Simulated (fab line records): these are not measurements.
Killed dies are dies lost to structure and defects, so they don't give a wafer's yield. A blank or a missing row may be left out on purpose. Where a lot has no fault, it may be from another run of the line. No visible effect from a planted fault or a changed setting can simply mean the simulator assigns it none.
fab line records -- flow gf180mcu
record: lots: 14, wafers: 42, lastDay: 33
route steps=602 shown MVSD@73 HV_LDD@185 SALICIDE@284 M1@320
lots with no fault: from the same line, run without faults
startH: start of the lot's first displayed wafer, in hours after the record's first day -- waitH: time in hours since the lot's previous step -- " identical to the entry in the row above -- L1.1+2: several wafers, shown together as one row -- - no value present, or no start provided -- * or withheld: withheld -- < > ~ a bound
route shown NAME@n: names a module that has steps shown in the file, with the first one's number in the route -- usual: mean/standard deviation taken from wafers without a fault -- same: alike in all rows -- chamber/n: place in a boat -- sites: per-site readings -- _std_site: the values' standard deviation -- _edge_site: outer sites' mean less inner sites' -- radiusMm: for every site, how far away it sits from the centre of the wafer -- mask NAME#n: copy n -- behind: the last tool/chamber to shape the wafer -- hold: the reason the lot was held/the length of the hold in hours/how it ended -- device: the transistor (n, p or np) that didn't switch -- end of line: at the end of the route, the tests of the same wafers -- a step without rows: its recipe alone -- killed: at the first sort, the dies lost to defects and structure; wafer yield is something else -- map: a wafer's dies, x killed, . not, _ none there
set.NAME: the setting as run; set.NAME@STEP: as run at that earlier step -- model.NAME: the simulator's own value behind a step, which no gauge read
route steps across a sampled set of lots; one table per step, one row per wafer
services: from which hour (startH, from the record's first day; less than 0 if before it) a tool's chamber was out of use, for how many hours, and why
== steps ==
step: GF_MVSD_OVL_MEAS_07
usual: MVSD_OVL: 0.2/1.2
lot.wafer,tool,chamber,startH,waitH,MVSD_OVL[nm]
L109.2,overlay-02,-,104.58,-,-2.7
L109.5,overlay-02,-,104.58,-,0.2
L109.6,overlay-02,-,104.58,-,-0.4
L111.2,overlay-01,-,116.23,-,1.2
L111.4,overlay-01,-,116.23,-,0.5
L111.5,overlay-01,-,116.23,-,1.2
L112.3,overlay-02,-,121.77,-,0.6
L112.4,overlay-02,-,121.77,-,-2.0
L112.5,overlay-02,-,121.77,-,2.0
L113.1,overlay-01,-,130.08,-,-1.0
L113.3,overlay-01,-,130.08,-,-0.6
L113.4,overlay-01,-,130.08,-,1.6
L114.3,overlay-02,-,140.11,-,0.5
L114.4,overlay-02,-,140.11,-,-0.4
L114.6,overlay-02,-,140.11,-,1.2
L116.4,overlay-02,-,149.17,-,0.8
L116.5,overlay-02,-,149.17,-,-0.9
L116.6,overlay-02,-,149.17,-,-1.7
L115.2,overlay-02,-,149.70,-,0.0
L115.5,overlay-02,-,149.70,-,0.5
L115.6,overlay-02,-,149.70,-,0.1
L117.2,overlay-01,-,155.05,-,-0.7
L117.3,overlay-01,-,155.05,-,1.0
L117.4,overlay-01,-,155.05,-,1.8
L118.1,overlay-02,-,158.78,-,-2.1
L118.2,overlay-02,-,158.78,-,0.0
L118.6,overlay-02,-,158.78,-,0.3
L121.1,overlay-01,-,178.52,-,2.7
L121.2,overlay-01,-,178.52,-,-0.9
L121.3,overlay-01,-,178.52,-,1.6
L122.2,overlay-01,-,184.76,-,-0.4
L122.5,overlay-01,-,184.76,-,-0.3
L122.6,overlay-01,-,184.76,-,0.9
L123.1,overlay-02,-,191.52,-,0.6
L123.2,overlay-02,-,191.52,-,-0.2
L123.4,overlay-02,-,191.52,-,0.8
L124.1,overlay-02,-,192.15,-,-0.2
L124.3,overlay-02,-,192.15,-,2.5
L124.5,overlay-02,-,192.15,-,1.3
L125.1,overlay-02,-,196.95,-,-0.4
L125.2,overlay-02,-,196.95,-,-0.7
L125.3,overlay-02,-,196.95,-,0.1
step: GF_HV_LDD_IMPLANT_09
recipe: species: As, energyKev: 40, doseCm2: 1e+14, tiltDeg: 7
lot.wafer,tool,chamber,startH,waitH
L109.2+5+6,implanter-04,0,243.28,0.0
L111.2+4+5,implanter-02,0,258.30,0.0
L112.3+4+5,implanter-02,0,267.01,0.1
L113.1+3+4,implanter-02,0,275.00,0.0
L114.3+4+6,implanter-04,0,288.22,0.1
L116.4+5+6,implanter-04,0,296.88,0.1
L115.2+5+6,implanter-01,0,301.33,0.0
L117.2+3+4,implanter-01,0,306.48,0.0
L118.1+2+6,implanter-01,0,312.16,0.0
L121.1+2+3,implanter-01,0,340.02,0.0
L122.2+5+6,implanter-01,0,346.63,0.0
L123.1+2+4,implanter-01,0,351.76,0.0
L124.1+3+5,implanter-02,0,361.60,0.0
L125.1+2+3,implanter-01,0,362.97,0.0
step: GF_HV_LDD_RS_MEAS_53
recipe: thkMeasGauge: four-point-probe
usual: HV_LDD_RS: 418.6/1
lot.wafer,tool,chamber,startH,waitH,HV_LDD_RS[ohm/sq]
L109.2,filmMetro-03,-,302.57,0.1,417.5
L109.5,filmMetro-03,-,302.57,0.1,417.2
L109.6,filmMetro-03,-,302.57,0.1,417.8
L111.2,filmMetro-03,-,320.25,0.1,418.8
L111.4,filmMetro-03,-,320.25,0.1,419.1
L111.5,filmMetro-03,-,320.25,0.1,417.7
L112.3,filmMetro-03,-,329.44,0.1,418.8
L112.4,filmMetro-03,-,329.44,0.1,419.8
L112.5,filmMetro-03,-,329.44,0.1,419.6
L113.1,filmMetro-02,-,339.08,0.1,418.5
L113.3,filmMetro-02,-,339.08,0.1,418.0
L113.4,filmMetro-02,-,339.08,0.1,417.4
L114.3,filmMetro-03,-,352.52,0.1,418.1
L114.4,filmMetro-03,-,352.52,0.1,418.6
L114.6,filmMetro-03,-,352.52,0.1,419.5
L116.4,filmMetro-02,-,362.74,0.1,419.8
L116.5,filmMetro-02,-,362.74,0.1,419.7
L116.6,filmMetro-02,-,362.74,0.1,419.8
L115.2,filmMetro-02,-,365.55,0.1,418.0
L115.5,filmMetro-02,-,365.55,0.1,418.9
L115.6,filmMetro-02,-,365.55,0.1,418.9
L117.2,filmMetro-02,-,372.10,0.1,419.7
L117.3,filmMetro-02,-,372.10,0.1,418.7
L117.4,filmMetro-02,-,372.10,0.1,419.2
L118.1,filmMetro-02,-,378.18,0.1,418.3
L118.2,filmMetro-02,-,378.18,0.1,418.8
L118.6,filmMetro-02,-,378.18,0.1,419.8
L121.1,filmMetro-03,-,409.38,0.1,417.5
L121.2,filmMetro-03,-,409.38,0.1,418.3
L121.3,filmMetro-03,-,409.38,0.1,418.6
L122.2,filmMetro-04,-,415.38,0.1,418.9
L122.5,filmMetro-04,-,415.38,0.1,419.2
L122.6,filmMetro-04,-,415.38,0.1,418.8
L123.1,filmMetro-04,-,422.13,0.1,423.9
L123.2,filmMetro-04,-,422.13,0.1,424.5
L123.4,filmMetro-04,-,422.13,0.1,422.9
L124.1,filmMetro-04,-,431.75,0.1,418.4
L124.3,filmMetro-04,-,431.75,0.1,417.9
L124.5,filmMetro-04,-,431.75,0.1,417.8
L125.1,filmMetro-02,-,434.33,0.1,427.8
L125.2,filmMetro-02,-,434.33,0.1,426.6
L125.3,filmMetro-02,-,434.33,0.1,427.4
step: GF_SALICIDE_RTA_06
recipe: tempC: 530, timeS: 30, ambient: N2
usual: lampPowerPct: 5.9/0.56, wafer_temp_C_max: 533.6/0.68
lot.wafer,tool,chamber,startH,waitH,lampPowerPct,wafer_temp_C_max
L109.2,rtpAnneal-01,0,371.79,0.1,6.6,532.9
L109.5,rtpAnneal-01,0,371.79,0.1,6.6,532.8
L109.6,rtpAnneal-01,0,371.79,0.1,6.6,533.4
L111.2,rtpAnneal-02,0,389.77,0.1,5.4,533.4
L111.4,rtpAnneal-02,0,389.77,0.1,5.4,534.5
L111.5,rtpAnneal-02,0,389.77,0.1,5.4,533.2
L112.3,rtpAnneal-01,0,400.61,0.1,6.5,533.0
L112.4,rtpAnneal-01,0,400.61,0.1,6.6,533.2
L112.5,rtpAnneal-01,0,400.61,0.1,6.6,532.4
L113.1,rtpAnneal-02,0,411.65,0.1,5.4,534.4
L113.3,rtpAnneal-02,0,411.65,0.1,5.4,533.5
L113.4,rtpAnneal-02,0,411.65,0.1,5.4,533.8
L114.3,rtpAnneal-01,0,424.83,0.1,6.6,532.9
L114.4,rtpAnneal-01,0,424.83,0.1,6.6,533.2
L114.6,rtpAnneal-01,0,424.83,0.1,6.6,533.3
L116.4,rtpAnneal-02,0,437.27,0.1,5.4,533.5
L116.5,rtpAnneal-02,0,437.27,0.1,5.4,534.0
L116.6,rtpAnneal-02,0,437.27,0.1,5.4,533.9
L115.2,rtpAnneal-02,0,439.24,0.1,5.4,533.3
L115.5,rtpAnneal-02,0,439.24,0.1,5.4,533.5
L115.6,rtpAnneal-02,0,439.24,0.1,5.4,533.6
L117.2,rtpAnneal-02,0,446.21,0.1,5.4,532.9
L117.3,rtpAnneal-02,0,446.21,0.1,5.4,534.5
L117.4,rtpAnneal-02,0,446.21,0.1,5.4,533.8
L118.1,rtpAnneal-02,0,453.05,0.1,5.4,533.8
L118.2,rtpAnneal-02,0,453.05,0.1,5.4,534.2
L118.6,rtpAnneal-02,0,453.05,0.1,5.4,533.5
L121.1,rtpAnneal-02,0,487.02,0.1,5.4,533.6
L121.2,rtpAnneal-02,0,487.02,0.1,5.4,533.3
L121.3,rtpAnneal-02,0,487.02,0.1,5.4,534.6
L122.2,rtpAnneal-01,0,491.64,0.1,6.6,534.0
L122.5,rtpAnneal-01,0,491.64,0.1,6.6,532.8
L122.6,rtpAnneal-01,0,491.64,0.1,6.6,532.5
L123.1,rtpAnneal-01,0,499.44,0.1,6.6,533.6
L123.2,rtpAnneal-01,0,499.44,0.1,6.6,532.7
L123.4,rtpAnneal-01,0,499.44,0.1,6.6,533.3
L124.1,rtpAnneal-02,0,507.87,0.1,5.4,532.3
L124.3,rtpAnneal-02,0,507.87,0.1,5.4,533.8
L124.5,rtpAnneal-02,0,507.87,0.1,5.4,534.3
L125.1,rtpAnneal-02,0,511.45,0.1,5.4,532.6
L125.2,rtpAnneal-02,0,511.45,0.1,5.4,533.3
L125.3,rtpAnneal-02,0,511.45,0.1,5.4,533.0
step: GF_M1_RS_MEAS_05
recipe: thkMeasGauge: four-point-probe, reads: TiN_of_M1_SPUTTER_04+Ti_of_M1_SPUTTER_03+AlCu_of_M1_SPUTTER_02+TiN_of_M1_SPUTTER_01+Ti_of_M1_SPUTTER_00
usual: M1_ALCU_RS: 0.0699/0.0011
lot.wafer,tool,chamber,startH,waitH,M1_ALCU_RS[ohm/sq]
L109.2,filmMetro-01,-,396.90,0.0,0.0712
L109.5,filmMetro-01,-,396.90,0.0,0.0724
L109.6,filmMetro-01,-,396.90,0.0,0.0709
L111.2,filmMetro-03,-,415.58,0.0,0.0674
L111.4,filmMetro-03,-,415.58,0.0,0.0679
L111.5,filmMetro-03,-,415.58,0.0,0.0676
L112.3,filmMetro-01,-,426.06,0.1,0.0706
L112.4,filmMetro-01,-,426.06,0.1,0.0714
L112.5,filmMetro-01,-,426.06,0.1,0.0712
L113.1,filmMetro-01,-,437.93,0.0,0.0703
L113.3,filmMetro-01,-,437.93,0.0,0.0701
L113.4,filmMetro-01,-,437.93,0.0,0.0708
L114.3,filmMetro-03,-,451.57,0.1,0.0695
L114.4,filmMetro-03,-,451.57,0.1,0.0708
L114.6,filmMetro-03,-,451.57,0.1,0.0696
L116.4,filmMetro-03,-,464.00,0.1,0.0708
L116.5,filmMetro-03,-,464.00,0.1,0.0697
L116.6,filmMetro-03,-,464.00,0.1,0.0688
L115.2,filmMetro-01,-,465.74,0.0,0.0691
L115.5,filmMetro-01,-,465.74,0.0,0.0707
L115.6,filmMetro-01,-,465.74,0.0,0.0686
L117.2,filmMetro-01,-,472.60,0.0,0.0713
L117.3,filmMetro-01,-,472.60,0.0,0.0721
L117.4,filmMetro-01,-,472.60,0.0,0.0699
L118.1,filmMetro-04,-,479.67,0.0,0.0699
L118.2,filmMetro-04,-,479.67,0.0,0.0684
L118.6,filmMetro-04,-,479.67,0.0,0.0703
L121.1,filmMetro-03,-,513.11,0.0,0.0710
L121.2,filmMetro-03,-,513.11,0.0,0.0688
L121.3,filmMetro-03,-,513.11,0.0,0.0711
L122.2,filmMetro-04,-,518.51,0.0,0.0708
L122.5,filmMetro-04,-,518.51,0.0,0.0712
L122.6,filmMetro-04,-,518.51,0.0,0.0717
L123.1,filmMetro-01,-,525.43,0.0,0.0698
L123.2,filmMetro-01,-,525.43,0.0,0.0686
L123.4,filmMetro-01,-,525.43,0.0,0.0685
L124.1,filmMetro-03,-,533.43,0.0,0.0676
L124.3,filmMetro-03,-,533.43,0.0,0.0694
L124.5,filmMetro-03,-,533.43,0.0,0.0696
L125.1,filmMetro-03,-,537.23,0.0,0.0691
L125.2,filmMetro-03,-,537.23,0.0,0.0698
L125.3,filmMetro-03,-,537.23,0.0,0.0688
== services ==
tool,chamber,startH,hours,kind
implanter-04,-,225.65,3.9,pm
implanter-02,-,234.06,17.7,repair
implanter-02,-,251.74,3.8,pm
implanter-02,-,284.57,4.1,pm
implanter-02,-,300.30,5.0,repair
implanter-04,-,320.20,15.6,pm
implanter-01,-,331.91,0.9,repair
implanter-01,-,378.98,5.6,repair
implanter-04,-,380.79,2.4,pm
implanter-02,-,469.75,0.8,repair
== key ==
firstSign: step: GF_HV_LDD_RS_MEAS_53, reading: HV_LDD_RS, direction: up, sigmas: 6.7, usual: 418.6, struck: 425.5
effect none on later readings
metAt GF_HV_LDD_IMPLANT_09
struckLots L123,L125
testerLeftOut L123,L125
notActingAt GF_MVSD_OVL_MEAS_07,GF_SALICIDE_RTA_06,GF_M1_RS_MEAS_05
onsetBetween 346.63 351.76
fault: kind: processParameterDrift, tool: implanter-01, chamber: -, onsetH: 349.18, steps: GF_HV_LDD_IMPLANT_09, channel: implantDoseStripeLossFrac, offset: 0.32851, shape: step, endH: 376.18
testerLeftOut: of these lots the tester's yield and bins aren't shown, on N5 and GAA mostly nor the transistor test; their killed dies are dies lost to structure and defects alone, not to doping, threshold or leakage, so they don't give the yield
